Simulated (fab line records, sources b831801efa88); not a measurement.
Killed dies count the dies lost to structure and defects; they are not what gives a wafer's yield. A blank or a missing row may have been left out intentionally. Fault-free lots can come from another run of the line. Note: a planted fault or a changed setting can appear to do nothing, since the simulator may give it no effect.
Matching of chambers || flow gf180mcu || rie si-02 running GF_POLY_GATE_ETCH_13: 4 sister chambers
The step etches poly-Si in HBr/Cl2, stops on SiO2, target depth 198.5 nm, time 69.6 s. 14 wafers are shown with their chamber, then 7 later ones without.

== WAFERS WITH THEIR CHAMBER ==
{"wafer": "L688.3", "chamber": 3, "drypump motor current A (A)": 6.6, "throttle valve pct (%)": 33.691, "oes product au (a.u.)": 0.996}
{"wafer": "L688.4", "chamber": 2, "drypump motor current A (A)": 5.6, "throttle valve pct (%)": 33.692, "oes product au (a.u.)": 1.002}
{"wafer": "L688.5", "chamber": 0, "drypump motor current A (A)": 6.5, "throttle valve pct (%)": 33.703, "oes product au (a.u.)": 0.977}
{"wafer": "L689.2", "chamber": 0, "drypump motor current A (A)": 6.4, "throttle valve pct (%)": 33.676, "oes product au (a.u.)": 0.986}
{"wafer": "L689.4", "chamber": 1, "drypump motor current A (A)": 5.4, "throttle valve pct (%)": 33.677, "oes product au (a.u.)": 0.994}
{"wafer": "L689.6", "chamber": 1, "drypump motor current A (A)": 5.4, "throttle valve pct (%)": 33.664, "oes product au (a.u.)": 0.979}
{"wafer": "L694.1", "chamber": 3, "drypump motor current A (A)": 6.6, "throttle valve pct (%)": 33.688, "oes product au (a.u.)": 0.987}
{"wafer": "L694.4", "chamber": 1, "drypump motor current A (A)": 5.5, "throttle valve pct (%)": 33.664, "oes product au (a.u.)": 0.974}
{"wafer": "L694.5", "chamber": 2, "drypump motor current A (A)": 5.6, "throttle valve pct (%)": 33.695, "oes product au (a.u.)": 0.986}
{"wafer": "L697.1", "chamber": 2, "drypump motor current A (A)": 5.6, "throttle valve pct (%)": 33.687, "oes product au (a.u.)": 0.981}
{"wafer": "L697.5", "chamber": 2, "drypump motor current A (A)": 5.6, "throttle valve pct (%)": 33.669, "oes product au (a.u.)": 0.982}
{"wafer": "L697.6", "chamber": 0, "drypump motor current A (A)": 6.4, "throttle valve pct (%)": 33.690, "oes product au (a.u.)": 0.985}
{"wafer": "L700.1", "chamber": 2, "drypump motor current A (A)": 5.6, "throttle valve pct (%)": 33.682, "oes product au (a.u.)": 0.987}
{"wafer": "L700.2", "chamber": 3, "drypump motor current A (A)": 6.6, "throttle valve pct (%)": 33.674, "oes product au (a.u.)": 0.984}

SIGNATURES, as means of the wafers listed above
{"reading": "drypump motor current A", "chamber 0": 6.433, "chamber 1": 5.433, "chamber 2": 5.600, "chamber 3": 6.600, "scatter within a chamber": 0.0365}
{"reading": "throttle valve pct", "chamber 0": 33.68967, "chamber 1": 33.66833, "chamber 2": 33.68500, "chamber 3": 33.68433, "scatter within a chamber": 0.0103}
{"reading": "oes product au", "chamber 0": 0.98267, "chamber 1": 0.98233, "chamber 2": 0.98760, "chamber 3": 0.98900, "scatter within a chamber": 0.00793}
Rule: distance of a wafer from a chamber = root of the sum over the readings of ((wafer's reading minus chamber's mean) / reading's scatter) squared. If the next closest chamber is less than 2 further off than the closest, the wafer can't be placed; otherwise it belongs to the closest. The scatter: the root of (the sum of the squares of (reading less its chamber's mean) over the shown wafers, divided by (wafers less chambers)).

== WAFERS WHOSE CHAMBER IS MISSING ==
{"wafer": "L700.4", "drypump motor current A (A)": 5.4, "throttle valve pct (%)": 33.683, "oes product au (a.u.)": 0.977}
{"wafer": "L702.1", "drypump motor current A (A)": 5.6, "throttle valve pct (%)": 33.697, "oes product au (a.u.)": 1.007}
{"wafer": "L702.5", "drypump motor current A (A)": 5.7, "throttle valve pct (%)": 33.673, "oes product au (a.u.)": 0.990}
{"wafer": "L702.6", "drypump motor current A (A)": 5.5, "throttle valve pct (%)": 33.679, "oes product au (a.u.)": 0.990}
{"wafer": "L704.1", "drypump motor current A (A)": 5.6, "throttle valve pct (%)": 33.681, "oes product au (a.u.)": 0.997}
{"wafer": "L704.4", "drypump motor current A (A)": 6.6, "throttle valve pct (%)": 33.684, "oes product au (a.u.)": 0.991}
{"wafer": "L704.5", "drypump motor current A (A)": 6.5, "throttle valve pct (%)": 33.675, "oes product au (a.u.)": 0.982}

== WHICH CHAMBER EACH WENT THROUGH ==
{"wafer": "L700.4", "from the rows above": 1, "in truth": 1}
{"wafer": "L702.1", "from the rows above": 2, "in truth": 2}
{"wafer": "L702.5", "from the rows above": 2, "in truth": 2}
{"wafer": "L702.6", "from the rows above": "can't be placed: 1 or 2", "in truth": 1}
{"wafer": "L704.1", "from the rows above": 2, "in truth": 2}
{"wafer": "L704.4", "from the rows above": 3, "in truth": 3}
{"wafer": "L704.5", "from the rows above": "can't be placed: 0 or 3", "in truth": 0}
5 of 7 placed correctly. These rows do not allow placing 2 (true chamber among the candidates in 2). Wrongly placed: 0.
